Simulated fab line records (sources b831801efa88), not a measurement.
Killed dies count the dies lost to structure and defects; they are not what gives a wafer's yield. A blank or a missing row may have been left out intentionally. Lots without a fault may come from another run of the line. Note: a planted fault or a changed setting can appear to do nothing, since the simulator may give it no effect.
fab line records | flow sky130
record: lots: 6 wafers: 18 last-day: 50
route steps=708 shown CONTACT@407
lots untouched by any fault: they come from a run of this same line in which no faults occurred
start-h: hours from the record's opening day to when the first of the lot's shown wafers began | wait-h: hours since the lot's step before | " unchanged from the row above | L1.1+2: a row that stands for several wafers | - no value, or no start was given | * or withheld: withheld | < > ~ a bound
route shown NAME@n: a module of which the file shows steps, and the number in the route of the first | usual: the fault-free wafers' mean and standard deviation | same: alike in all rows | chamber/n: place in a boat | sites: per-site readings | _std_site: how widely they spread, as a standard deviation | _edge_site: outer sites' mean less inner sites' | radius-mm: for every site, how far away it sits from the centre of the wafer | mask NAME#n: copy n | behind: the last tool/chamber to shape the wafer | hold: the reason the lot was held/the length of the hold in hours/how it ended | device: which transistor (n, p or np) failed to switch | end of line: the route-end tests of the same wafers | for a step that has no rows: nothing shown but its recipe | killed: dies lost to structure and defects at the first sort, not the wafer's yield | map: a wafer's dies, marking killed ones x, the rest . and places with no die _
set.NAME: the setting that was run; set.NAME@STEP: the one run at that earlier step | model.NAME: the simulator's own value behind a step, which no gauge read
lots at selected steps of the route; one table per step, one row per wafer
services: the hour from which a tool's chamber was out of use, counted from the record's first day as start-h (under 0 if before that day), plus the number of hours and why
== steps ==
step: SKY_CONTACT_THK_MEAS_01
recipe: reads: Si3N4_of_CONTACT_CVD_00
usual: CONTACT_CVD_00_THK: 75.0/1.2
columns lot.wafer tool chamber start-h wait-h CONTACT_CVD_00_THK[nm]
L739.1 film-metro-04 - 786.19 - 74.6
L739.2 " - " " 75.7
L739.3 " - " " 75.4
L741.4 film-metro-01 - 797.34 - 73.3
L741.5 " - " " 75.9
L741.6 " - " " 74.4
L746.3 film-metro-01 - 843.16 - 71.9
L746.5 " - " " 75.5
L746.6 " - " " 74.5
L747.1 film-metro-02 - 846.04 - 74.2
L747.2 " - " " 73.1
L747.6 " - " " 74.9
L748.2 film-metro-04 - 850.62 - 74.7
L748.3 " - " " 76.0
L748.4 " - " " 77.0
L752.2 film-metro-01 - 886.42 - 72.9
L752.3 " - " " 73.5
L752.4 " - " " 75.9
step: SKY_CONTACT_HDPCVD_02
recipe: material: SiO2 target-thk-nm: 565 sigma-open-frac: 0.3 time-s: 94.2 temp-c: 600 sih4-flow-sccm: 60 pressure-mtorr: 6
step: SKY_CONTACT_THK_MEAS_03
recipe: reads: SiO2_of_CONTACT_HDPCVD_02
usual: CONTACT_HDPCVD_THK: 567/6.8
columns lot.wafer tool chamber start-h wait-h CONTACT_HDPCVD_THK[nm]
L739.1 film-metro-04 - 786.32 0.0 568
L739.2 " - " " 574
L739.3 " - " " 572
L741.4 film-metro-01 - 797.47 0.0 569
L741.5 " - " " 563
L741.6 " - " " 568
L746.3 film-metro-02 - 843.29 0.1 556
L746.5 " - " " 570
L746.6 " - " " 559
L747.1 film-metro-04 - 846.17 0.0 569
L747.2 " - " " 557
L747.6 " - " " 565
L748.2 film-metro-02 - 850.75 0.0 571
L748.3 " - " " 556
L748.4 " - " " 572
L752.2 film-metro-02 - 886.55 0.0 569
L752.3 " - " " 565
L752.4 " - " " 561
step: SKY_CONTACT_CMP_04
recipe: material: SiO2 down-force-psi: 4 platen-rpm: 60 pad-velocity-m-s: 0.94248
usual: motor-current-A: 12.7/1 platen-rpm: 60.00/0.045 time-to-endpoint-s: 84/6.1
columns lot.wafer tool chamber start-h wait-h motor-current-A platen-rpm time-to-endpoint-s
L739.1 cmp-01 0 786.43 0.1 14.0 59.92 81
L739.2 " 1 " " 13.7 59.90 90
L739.3 " 2 " " 11.4 59.96 82
L741.4 cmp-02 1 797.50 0.0 13.0 60.02 95
L741.5 " 1 " " 12.8 59.92 94
L741.6 " 2 " " 12.3 59.97 88
L746.3 cmp-02 1 843.48 0.2 13.3 59.97 87
L746.5 " 2 " " 11.3 60.02 87
L746.6 " 3 " " 12.3 59.98 82
L747.1 cmp-01 2 846.33 0.1 11.3 59.96 84
L747.2 " 3 " " 13.6 59.91 78
L747.6 " 0 " " 13.7 60.03 73
L748.4 cmp-02 1 850.85 0.1 14.0 60.10 93
L748.2 " 2 " " 11.8 60.01 89
L748.3 " 3 " " 11.9 59.92 78
L752.3 cmp-02 3 886.60 0.0 11.7 60.02 83
L752.2 " 1 " " 13.7 60.05 95
L752.4 " 2 " " 11.7 59.99 83
step: SKY_CONTACT_BOW_MEAS_05
recipe: mode: bow
usual: CONTACT_BOW: 82/6.4
columns lot.wafer tool chamber start-h wait-h CONTACT_BOW[um]
L739.1 film-metro-04 - 786.68 0.2 69
L739.2 " - " " 73
L739.3 " - " " 75
L741.4 film-metro-04 - 797.86 0.3 93
L741.5 " - " " 86
L741.6 " - " " 83
L746.3 film-metro-02 - 843.67 0.1 88
L746.5 " - " " 72
L746.6 " - " " 85
L747.1 film-metro-02 - 846.53 0.1 83
L747.2 " - " " 75
L747.6 " - " " 86
L748.2 film-metro-01 - 851.12 0.2 91
L748.3 " - " " 85
L748.4 " - " " 89
L752.2 film-metro-02 - 886.92 0.2 82
L752.3 " - " " 86
L752.4 " - " " 90
step: SKY_CONTACT_DEHYDRATE_06
recipe: temp-c: 200 time-s: 60
step: SKY_CONTACT_HMDS_07
recipe: prime-time-s: 60 prime-temp-c: 120
step: SKY_CONTACT_COAT_08
recipe: resist: BARC temp-c: withheld time-s: withheld spin-rpm: 3000 resist-thk-nm: 60
step: SKY_CONTACT_COAT_09
recipe: resist: KrF-thick spin-rpm: 3000 resist-thk-nm: 450
step: SKY_CONTACT_SOFTBAKE_10
recipe: temp-c: 100 time-s: 90 resist: KrF-thick
step: SKY_CONTACT_EXPOSE_11
recipe: mask-id: CTM1 na: 0.8 source-shape: annular sigma-inner: 0.55 sigma-outer: 0.85 target-cd-nm: 170 dose-mj: 38
step: SKY_CONTACT_PEB_12
recipe: peb-temp-c: withheld peb-time-s: withheld resist: KrF-thick
step: SKY_CONTACT_DEVELOP_13
recipe: develop-time-s: 60 resist: KrF-thick dev-temp-c: 21
usual: developer-temp-C: 21.00/0.11 exhaust-pa: 45.1/0.94
columns lot.wafer tool chamber start-h wait-h developer-temp-C exhaust-pa
L739.1 litho-track-01 0 812 - 20.78 45.9
L739.2 " 0 " " 21.00 44.1
L739.3 " 0 " " 20.83 45.7
L741.4 litho-track-01 0 824 - 21.00 47.9
L741.5 " 0 " " 20.97 46.4
L741.6 " 0 " " 21.03 46.8
L746.3 litho-track-01 0 869 - 20.22 46.2
L746.5 " 0 " " 20.10 45.6
L746.6 " 0 " " 20.23 45.8
L747.1 litho-track-03 0 871 - 21.09 46.3
L747.2 " 0 " " 21.02 45.3
L747.6 " 0 872 - 21.05 45.6
L748.2 litho-track-01 0 876 - 20.26 44.4
L748.3 " 0 " " 20.19 44.8
L748.4 " 0 " " 20.26 45.4
L752.2 litho-track-03 0 912 - 21.01 45.0
L752.3 " 0 " " 20.81 44.7
L752.4 " 0 " " 21.07 46.1
step: SKY_CONTACT_CD_MEAS_14
recipe: target-cd-nm: 170
usual: cd-nm: 169.5/1.6
columns lot.wafer tool chamber start-h wait-h cd-nm
L739.1 cd-sem-02 - 812.71 - 167.2
L739.2 " - " " 166.3
L739.3 " - " " 167.3
L741.4 cd-sem-02 - 824.52 - 173.2
L741.5 " - " " 171.5
L741.6 " - " " 170.4
L746.3 cd-sem-02 - 869.40 - 171.3
L746.5 " - " " 170.2
L746.6 " - " " 170.6
L747.1 cd-sem-01 - 872.09 - 167.5
L747.2 " - " " 167.1
L747.6 " - " " 167.3
L748.2 cd-sem-01 - 876.99 - 169.0
L748.3 " - " " 169.1
L748.4 " - " " 170.3
L752.2 cd-sem-02 - 912.42 - 167.5
L752.3 " - " " 168.5
L752.4 " - " " 168.9
== services ==
columns tool chamber start-h hours kind
cmp-01 - 763.56 0.2 repair
cmp-02 - 781.63 3.2 pm
cmp-02 - 790.58 0.8 repair
cmp-02 - 803.06 4.3 repair
cmp-02 - 806.43 1.7 repair
cmp-01 - 810.89 15.8 pm
cmp-01 - 831.15 2.3 repair
cmp-01 - 856.68 1.1 repair
cmp-02 - 900.34 5.1 repair
== key ==
first-sign: step: SKY_CONTACT_DEVELOP_13 reading: developer-temp-C direction: down sigmas: 7.1 usual: * struck: *
effect none on later readings
met-at SKY_CONTACT_DEVELOP_13
struck-wafers L746.3,L746.5,L746.6,L748.2,L748.3,L748.4
sort-left-out L746.3,L746.5,L746.6
tester-left-out L746,L748
onset-between 824 869
fault: kind: process-parameter-drift tool: litho-track-01 chamber: - onset-h: 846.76 steps: SKY_CONTACT_DEVELOP_13 channel: dev-temp-c offset: * shape: step end-h: 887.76 acts-in: * stated: *
tester-left-out: of these lots the tester's yield and bins aren't shown, on N5 and GAA mostly nor the transistor test; their killed dies are dies lost to structure and defects alone, not to doping, threshold or leakage, so they don't give the yield
sort-left-out: the simulated sort isn't trusted on such a fault, so these wafers' sort isn't shown, and their yield isn't known
